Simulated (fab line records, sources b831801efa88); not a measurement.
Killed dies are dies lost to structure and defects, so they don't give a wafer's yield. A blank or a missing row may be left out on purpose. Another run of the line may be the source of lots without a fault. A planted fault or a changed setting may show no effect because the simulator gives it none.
Which of the tools did it? | flow gf180mcu | 11 lots, 33 wafers sampled, at 2 steps of a route of 602

## WHAT THE GAUGES READ, wafer by wafer
GF_V1_THK_MEAS_03.
lot  | measured     | on           | V1_CVD_02_THK (nm)
L447 | day 17 18:28 | filmMetro-02 | 844 847 855
L449 | day 18 11:00 | filmMetro-01 | 933 944 942
L451 | day 18 22:15 | filmMetro-03 | 931 952 945
L459 | day 22 02:36 | filmMetro-03 | 831 856 852
L461 | day 22 21:16 | filmMetro-01 | 848 857 850
L462 | day 23 04:38 | filmMetro-02 | 846 851 858
L463 | day 23 10:36 | filmMetro-01 | 839 840 849
L464 | day 23 23:47 | filmMetro-03 | 830 833 851
L465 | day 24 00:55 | filmMetro-03 | 833 832 842
L466 | day 24 09:16 | filmMetro-03 | 830 837 856
L468 | day 25 02:55 | filmMetro-03 | 842 841 840

## EACH LOT AND THE TOOL THAT RAN IT (in order: tool; ch and the chambers of the sampled wafers; start)
lot  | GF_V1_CVD_02
L447 | pecvd-01 ch 0,1,2, day 17 18:24
L449 | pecvd-01 ch 0,1,2, day 18 10:55
L451 | pecvd-01 ch 1,2, day 18 22:11
L459 | pecvd-01 ch 1,2, day 22 02:32
L461 | pecvd-03 ch 0,1,2, day 22 21:12
L462 | pecvd-02 ch 0,1,2, day 23 04:34
L463 | pecvd-01 ch 0,1, day 23 10:32
L464 | pecvd-01 ch 0,2, day 23 23:43
L465 | pecvd-03 ch 0,1, day 24 00:51
L466 | pecvd-01 ch 1,2, day 24 09:12
L468 | pecvd-01 ch 1,2, day 25 02:51
- GF_V1_CVD_02: deposits SiO2 from TEOS, target thk 850 nm, time 94.851 s.

## THE ANSWER, worked out from the rows above alone
Rule: what is usual is taken from the lots themselves. The widest of any qualifying gaps counts: lots, ordered by their means at a reading, are off when they make up no more than a third of the lots, leave a main group of 4 or more, and stand apart from it by 3 or more times the standard deviation of that group's means. A main group is skipped when, at the precision printed for the reading in the tables above, its means are all equal. Also off: a lot with no number at a reading for which 4 or more lots have one. Any other lot the step has rows for is counted as sound.
Off: at GF_V1_THK_MEAS_03 (V1_CVD_02_THK), L449, L451. Mean 844 nm and standard deviation 5.5 in the main group.
If a tool, at a process step before that reading, ran all the lots that are off and no sound lot after the first of them, it fits. Those tools and the gauges at GF_V1_THK_MEAS_03 are tried in the same way. None of those tried fits.

## WHAT THE SIMULATOR PUT IN
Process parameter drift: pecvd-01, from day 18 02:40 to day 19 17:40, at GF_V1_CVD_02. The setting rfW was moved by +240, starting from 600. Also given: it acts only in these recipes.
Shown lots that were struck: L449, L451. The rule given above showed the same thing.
